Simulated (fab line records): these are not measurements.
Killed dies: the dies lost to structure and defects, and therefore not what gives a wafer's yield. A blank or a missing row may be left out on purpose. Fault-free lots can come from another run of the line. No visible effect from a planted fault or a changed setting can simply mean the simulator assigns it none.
What tool caused it? / flow gf180mcu / 12 lots, 36 wafers sampled, at 4 steps of a route of 602

== WHAT THE GAUGES READ, wafer by wafer ==
GF_VT_IMPLANT_OVL_MEAS_07. Usual: VT_IMPLANT_OVL typically reads 1.7 nm, with standard deviation 1.4.
lot=L674; measured=day 6 03:07; on=overlay-02; VT_IMPLANT_OVL (nm)=1.2 -0.7 2.2; flag=
lot=L675; measured=day 6 06:43; on=overlay-01; VT_IMPLANT_OVL (nm)=1.5 4.1 3.2; flag=
lot=L678; measured=day 7 03:10; on=overlay-01; VT_IMPLANT_OVL (nm)=1.6 1.6 1.5; flag=
lot=L679; measured=day 7 09:15; on=overlay-01; VT_IMPLANT_OVL (nm)=-2.4 0.1 -2.4; flag=
lot=L680; measured=day 7 16:16; on=overlay-02; VT_IMPLANT_OVL (nm)=1.6 1.4 1.5; flag=
lot=L681; measured=day 7 21:20; on=overlay-01; VT_IMPLANT_OVL (nm)=2.5 1.4 0.9; flag=
lot=L682; measured=day 8 04:33; on=overlay-02; VT_IMPLANT_OVL (nm)=1.2 2.6 0.7; flag=
lot=L683; measured=day 8 10:12; on=overlay-01; VT_IMPLANT_OVL (nm)=4.5 2.6 2.4; flag=
lot=L684; measured=day 8 13:04; on=overlay-01; VT_IMPLANT_OVL (nm)=2.8 2.0 0.6; flag=
lot=L685; measured=day 9 00:28; on=overlay-01; VT_IMPLANT_OVL (nm)=2.4 0.2 3.4; flag=
lot=L687; measured=day 9 11:25; on=overlay-02; VT_IMPLANT_OVL (nm)=0.4 0.4 2.2; flag=
lot=L689; measured=day 10 04:18; on=overlay-02; VT_IMPLANT_OVL (nm)=2.9 1.6 1.6; flag=

GF_VT_IMPLANT_TW_MEAS_21. Usual: VT_IMPLANT_2_TW typically reads 1205, with standard deviation 11.
lot=L674; measured=day 6 18:21; on=film_metro-03; VT_IMPLANT_2_TW=1202 1203 1197; flag=
lot=L675; measured=day 6 22:06; on=film_metro-04; VT_IMPLANT_2_TW=1208 1215 1213; flag=
lot=L678; measured=day 7 19:25; on=film_metro-04; VT_IMPLANT_2_TW=1215 1215 1221; flag=
lot=L679; measured=day 8 01:26; on=film_metro-04; VT_IMPLANT_2_TW=1214 1213 1211; flag=
lot=L680; measured=day 8 08:50; on=film_metro-03; VT_IMPLANT_2_TW=1205 1202 1202; flag=
lot=L681; measured=day 8 13:40; on=film_metro-03; VT_IMPLANT_2_TW=1202 1203 1198; flag=
lot=L682; measured=day 8 21:17; on=film_metro-02; VT_IMPLANT_2_TW=1190 1189 1197; flag=
lot=L683; measured=day 9 04:05; on=film_metro-02; VT_IMPLANT_2_TW=1189 1199 1194; flag=
lot=L684; measured=day 9 06:20; on=film_metro-03; VT_IMPLANT_2_TW=1196 1196 1200; flag=
lot=L685; measured=day 9 17:49; on=film_metro-03; VT_IMPLANT_2_TW=1196 1198 1190; flag=
lot=L687; measured=day 10 05:39; on=film_metro-02; VT_IMPLANT_2_TW=1065 1068 1069; flag=OFF
lot=L689; measured=day 10 22:54; on=film_metro-04; VT_IMPLANT_2_TW=1084 1090 1084; flag=OFF

== EACH LOT AND THE TOOL THAT RAN IT (in order: tool; ch and the chambers of the sampled wafers; start) ==
lot=L674; GF_VT_IMPLANT_IMPLANT_19=implanter-01 ch 0, day 6 18:07; GF_VT_IMPLANT_STRIP_20=plasma_asher-04 ch 0,1, day 6 18:14
lot=L675; GF_VT_IMPLANT_IMPLANT_19=implanter-01 ch 0, day 6 21:52; GF_VT_IMPLANT_STRIP_20=plasma_asher-02 ch 0,1, day 6 21:59
lot=L678; GF_VT_IMPLANT_IMPLANT_19=implanter-02 ch 0, day 7 19:13; GF_VT_IMPLANT_STRIP_20=plasma_asher-02 ch 0,1, day 7 19:20
lot=L679; GF_VT_IMPLANT_IMPLANT_19=implanter-03 ch 0, day 8 01:11; GF_VT_IMPLANT_STRIP_20=plasma_asher-04 ch 0,1, day 8 01:20
lot=L680; GF_VT_IMPLANT_IMPLANT_19=implanter-02 ch 0, day 8 08:37; GF_VT_IMPLANT_STRIP_20=plasma_asher-01 ch 0, day 8 08:44
lot=L681; GF_VT_IMPLANT_IMPLANT_19=implanter-03 ch 0, day 8 13:28; GF_VT_IMPLANT_STRIP_20=plasma_asher-01 ch 0,1, day 8 13:34
lot=L682; GF_VT_IMPLANT_IMPLANT_19=implanter-01 ch 0, day 8 21:02; GF_VT_IMPLANT_STRIP_20=plasma_asher-02 ch 0,1, day 8 21:11
lot=L683; GF_VT_IMPLANT_IMPLANT_19=implanter-01 ch 0, day 9 03:50; GF_VT_IMPLANT_STRIP_20=plasma_asher-01 ch 0,1, day 9 03:59
lot=L684; GF_VT_IMPLANT_IMPLANT_19=implanter-01 ch 0, day 9 06:05; GF_VT_IMPLANT_STRIP_20=plasma_asher-01 ch 0,1, day 9 06:14
lot=L685; GF_VT_IMPLANT_IMPLANT_19=implanter-02 ch 0, day 9 17:35; GF_VT_IMPLANT_STRIP_20=plasma_asher-01 ch 0,1, day 9 17:43
lot=L687; GF_VT_IMPLANT_IMPLANT_19=implanter-01 ch 0, day 10 05:25; GF_VT_IMPLANT_STRIP_20=plasma_asher-01 ch 0,1, day 10 05:32
lot=L689; GF_VT_IMPLANT_IMPLANT_19=implanter-01 ch 0, day 10 22:40; GF_VT_IMPLANT_STRIP_20=plasma_asher-01 ch 0,1, day 10 22:47
- GF_VT_IMPLANT_IMPLANT_19
- GF_VT_IMPLANT_STRIP_20: strips in O2/N2.

== AS READ BY THE TOOLS THEMSELVES (means over the sampled wafers that have a number; for cases with no such wafer, the mark the record gives instead) ==
GF_VT_IMPLANT_IMPLANT_19. Usual: beam_on_s 9.99 s, standard deviation 0.2; tilt_deg 6.999 degrees, standard deviation 0.018.
lot=L674; tool=implanter-01; beam_on_s (s)=10.13; tilt_deg (degrees)=6.974; flag=
lot=L675; tool=implanter-01; beam_on_s (s)=10.09; tilt_deg (degrees)=6.972; flag=
lot=L678; tool=implanter-02; beam_on_s (s)=10.07; tilt_deg (degrees)=7.010; flag=
lot=L679; tool=implanter-03; beam_on_s (s)=9.90; tilt_deg (degrees)=6.988; flag=
lot=L680; tool=implanter-02; beam_on_s (s)=10.11; tilt_deg (degrees)=7.002; flag=
lot=L681; tool=implanter-03; beam_on_s (s)=9.92; tilt_deg (degrees)=7.018; flag=
lot=L682; tool=implanter-01; beam_on_s (s)=10.18; tilt_deg (degrees)=6.990; flag=
lot=L683; tool=implanter-01; beam_on_s (s)=9.96; tilt_deg (degrees)=6.991; flag=
lot=L684; tool=implanter-01; beam_on_s (s)=10.02; tilt_deg (degrees)=7.016; flag=
lot=L685; tool=implanter-02; beam_on_s (s)=10.08; tilt_deg (degrees)=6.998; flag=
lot=L687; tool=implanter-01; beam_on_s (s)=9.97; tilt_deg (degrees)=0.006; flag=OFF
lot=L689; tool=implanter-01; beam_on_s (s)=9.95; tilt_deg (degrees)=0.001; flag=OFF

GF_VT_IMPLANT_STRIP_20. Usual: drypump_motor_current_A 5.7 A, standard deviation 0.4; heater_power_w 346 W, standard deviation 50; o2_flow_sccm 3000 sccm, standard deviation 8.1; oes_product_au 0.716 a.u., standard deviation 0.0049; strip_time_to_endpoint_s 12.64 s, standard deviation 0.039.
lot=L674; tool=plasma_asher-04; drypump_motor_current_A (A)=5.9; heater_power_w (W)=353; o2_flow_sccm (sccm)=2997; oes_product_au (a.u.)=0.718; strip_time_to_endpoint_s (s)=12.67; flag=
lot=L675; tool=plasma_asher-02; drypump_motor_current_A (A)=6.0; heater_power_w (W)=410; o2_flow_sccm (sccm)=3000; oes_product_au (a.u.)=0.720; strip_time_to_endpoint_s (s)=12.60; flag=
lot=L678; tool=plasma_asher-02; drypump_motor_current_A (A)=6.0; heater_power_w (W)=402; o2_flow_sccm (sccm)=3002; oes_product_au (a.u.)=0.720; strip_time_to_endpoint_s (s)=12.65; flag=
lot=L679; tool=plasma_asher-04; drypump_motor_current_A (A)=5.9; heater_power_w (W)=353; o2_flow_sccm (sccm)=2994; oes_product_au (a.u.)=0.715; strip_time_to_endpoint_s (s)=12.64; flag=
lot=L680; tool=plasma_asher-01; drypump_motor_current_A (A)=5.0; heater_power_w (W)=294; o2_flow_sccm (sccm)=2998; oes_product_au (a.u.)=0.716; strip_time_to_endpoint_s (s)=12.64; flag=
lot=L681; tool=plasma_asher-01; drypump_motor_current_A (A)=5.2; heater_power_w (W)=310; o2_flow_sccm (sccm)=3012; oes_product_au (a.u.)=0.718; strip_time_to_endpoint_s (s)=12.70; flag=
lot=L682; tool=plasma_asher-02; drypump_motor_current_A (A)=6.0; heater_power_w (W)=368; o2_flow_sccm (sccm)=3000; oes_product_au (a.u.)=0.712; strip_time_to_endpoint_s (s)=12.66; flag=
lot=L683; tool=plasma_asher-01; drypump_motor_current_A (A)=5.1; heater_power_w (W)=301; o2_flow_sccm (sccm)=3007; oes_product_au (a.u.)=0.712; strip_time_to_endpoint_s (s)=12.59; flag=
lot=L684; tool=plasma_asher-01; drypump_motor_current_A (A)=5.2; heater_power_w (W)=303; o2_flow_sccm (sccm)=3000; oes_product_au (a.u.)=0.717; strip_time_to_endpoint_s (s)=12.66; flag=
lot=L685; tool=plasma_asher-01; drypump_motor_current_A (A)=5.2; heater_power_w (W)=306; o2_flow_sccm (sccm)=3011; oes_product_au (a.u.)=0.719; strip_time_to_endpoint_s (s)=12.62; flag=
lot=L687; tool=plasma_asher-01; drypump_motor_current_A (A)=5.1; heater_power_w (W)=301; o2_flow_sccm (sccm)=2999; oes_product_au (a.u.)=0.721; strip_time_to_endpoint_s (s)=12.67; flag=
lot=L689; tool=plasma_asher-01; drypump_motor_current_A (A)=5.1; heater_power_w (W)=303; o2_flow_sccm (sccm)=3007; oes_product_au (a.u.)=0.714; strip_time_to_endpoint_s (s)=12.60; flag=

== THE ANSWER, worked out from the rows above alone ==
Rule: a lot is off if the mean of its wafers that have a number lies more than 3 standard deviations from the usual mean. A lot without any number at a reading at which 4 lots or more have one is off too. The other lots that the step has rows for count as sound. Order of review: gauges by route order, followed by the tools' own readings, for which a lot's mean as printed above is used. At the first step where some lot is off, the reading lying furthest off is the one used; lots without a number count as furthest.
Off: L687, L689, at GF_VT_IMPLANT_TW_MEAS_21 (VT_IMPLANT_2_TW).
If a tool, at a process step before that reading, ran all the lots that are off and no sound lot after the first of them, it fits. Not tried: the gauges at GF_VT_IMPLANT_TW_MEAS_21; whatever is off there is also off at GF_VT_IMPLANT_IMPLANT_19, on other tools, and gauge error can't account for it. This does not decide it: 2 tools fit, namely implanter-01 at GF_VT_IMPLANT_IMPLANT_19 and plasma_asher-01 at GF_VT_IMPLANT_STRIP_20.

== WHAT WAS PUT IN BY THE SIMULATOR ==
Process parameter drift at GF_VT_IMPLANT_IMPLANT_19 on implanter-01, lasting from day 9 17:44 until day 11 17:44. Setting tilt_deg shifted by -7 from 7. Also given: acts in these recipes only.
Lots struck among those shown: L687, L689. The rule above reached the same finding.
